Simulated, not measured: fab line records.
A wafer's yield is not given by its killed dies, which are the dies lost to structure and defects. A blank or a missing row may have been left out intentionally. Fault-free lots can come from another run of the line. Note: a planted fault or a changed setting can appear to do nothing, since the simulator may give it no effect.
Comparing a struck lot with a sound one || flow sky130 || 18 out of 708 route steps
Sound: these wafers, L794.1, L794.3, L794.6. The struck wafers were L798.4, L798.5, L798.6. At the end, the cause is stated.
Order at every step that has rows: each side's tool, ch and its chambers, its first start. Under that, the readings that differ: sound wafers || struck wafers || difference of the means || sigmas: that difference in standard deviations of wafers without a fault.
alike: readings whose means differ by less than 2 such deviations, and words and numbers that are the same on both sides. not compared: withheld readings, readings that some wafer has no value for, bounds like >300 that may hide the same value, and numbers for which the record gives no deviation and whose values overlap.
The two part at a step that has a row with sigmas, a row that says differs or no value, or rows on one side only. Non-overlapping numbers with no deviation appear without sigmas and do not part them. A reading that every wafer of one side lacks parts them only if that side has two wafers or more.

first, 1 step without rows for these wafers: SKY_VT_ADJUST_HVTR_DEVELOP_06 (develop time 60 s).
SKY_VT_ADJUST_HVTR_CD_MEAS_07 targets a cd of 380 nm.
  sound: cd_sem-01 at day 12 17:48; struck: cd_sem-01 at day 14 01:04
  alike: cd_nm
SKY_VT_ADJUST_HVTR_OVL_MEAS_08:
  sound: overlay-02 at day 12 17:55; struck: overlay-01 at day 14 01:08
  alike: VT_ADJUST_HVTR_OVL
next, for these wafers, 1 step has no rows: SKY_VT_ADJUST_HVTR_IMPLANT_09.
SKY_VT_ADJUST_HVTR_STRIP_10: strips in O2/N2.
  sound on plasma_asher-02 ch 0,1, day 12 18:07; struck on plasma_asher-03 ch 0,1, day 14 01:20
  alike: drypump_motor_current_A, oes_product_au, strip_time_to_endpoint_s
  not compared: rf_hours_counter_h
SKY_VT_ADJUST_HVTR_TW_MEAS_11:
  sound: film_metro-04 at day 12 18:13; struck: film_metro-04 at day 14 01:26
  alike: VT_ADJUST_HVTR_TW
then, 6 steps without rows for these wafers: SKY_VT_ADJUST_PCH_DEHYDRATE_00 (time 60 s); SKY_VT_ADJUST_PCH_HMDS_01 (prime time 60 s); SKY_VT_ADJUST_PCH_COAT_02 (resist thk 3000 nm); SKY_VT_ADJUST_PCH_SOFTBAKE_03; SKY_VT_ADJUST_PCH_EXPOSE_04 (exposes mask NWM, target cd 840 nm); SKY_VT_ADJUST_PCH_PEB_05.
SKY_VT_ADJUST_PCH_DEVELOP_06: develop time 60 s.
  sound on litho_track-03 ch 0, day 13 19:00; struck on litho_track-03 ch 0, day 15 02:00
SKY_VT_ADJUST_PCH_OVL_MEAS_07:
  sound: overlay-01 at day 13 19:33; struck: overlay-02 at day 15 03:04
{"reading": "VT_ADJUST_PCH_OVL (nm)", "sound": "3.0 1.0 1.0", "struck": "- - -", "difference": "no value on the struck wafers", "sigmas": ""}
next, for these wafers, 1 step has no rows: SKY_VT_ADJUST_PCH_IMPLANT_08.
SKY_VT_ADJUST_PCH_STRIP_09: strips in O2/N2.
  sound on plasma_asher-03 ch 0,1, day 13 19:44; struck on plasma_asher-01 ch 0,1, day 15 03:16
{"reading": "strip_time_to_endpoint_s (s)", "sound": "36.93 37.07 36.86", "struck": "37.20 37.17 37.21", "difference": "+0.24", "sigmas": "+2"}
  alike: drypump_motor_current_A, oes_product_au
  not compared: rf_hours_counter_h
SKY_VT_ADJUST_PCH_TW_MEAS_10:
  sound: film_metro-03 at day 13 19:50; struck: film_metro-04 at day 15 03:22
{"reading": "VT_ADJUST_PCH_TW", "sound": "142.6 142.8 142.5", "struck": "30.3 30.2 30.3", "difference": -112.4, "sigmas": -94}
then, 1 step without rows for these wafers: SKY_SONOS_TUNNEL_DEHYDRATE_00 (time 60 s).

WHERE THEY PART
At SKY_VT_ADJUST_PCH_OVL_MEAS_07 first; at SKY_VT_ADJUST_PCH_TW_MEAS_10 last (within this record only).

WHY: what had been put in by the simulator
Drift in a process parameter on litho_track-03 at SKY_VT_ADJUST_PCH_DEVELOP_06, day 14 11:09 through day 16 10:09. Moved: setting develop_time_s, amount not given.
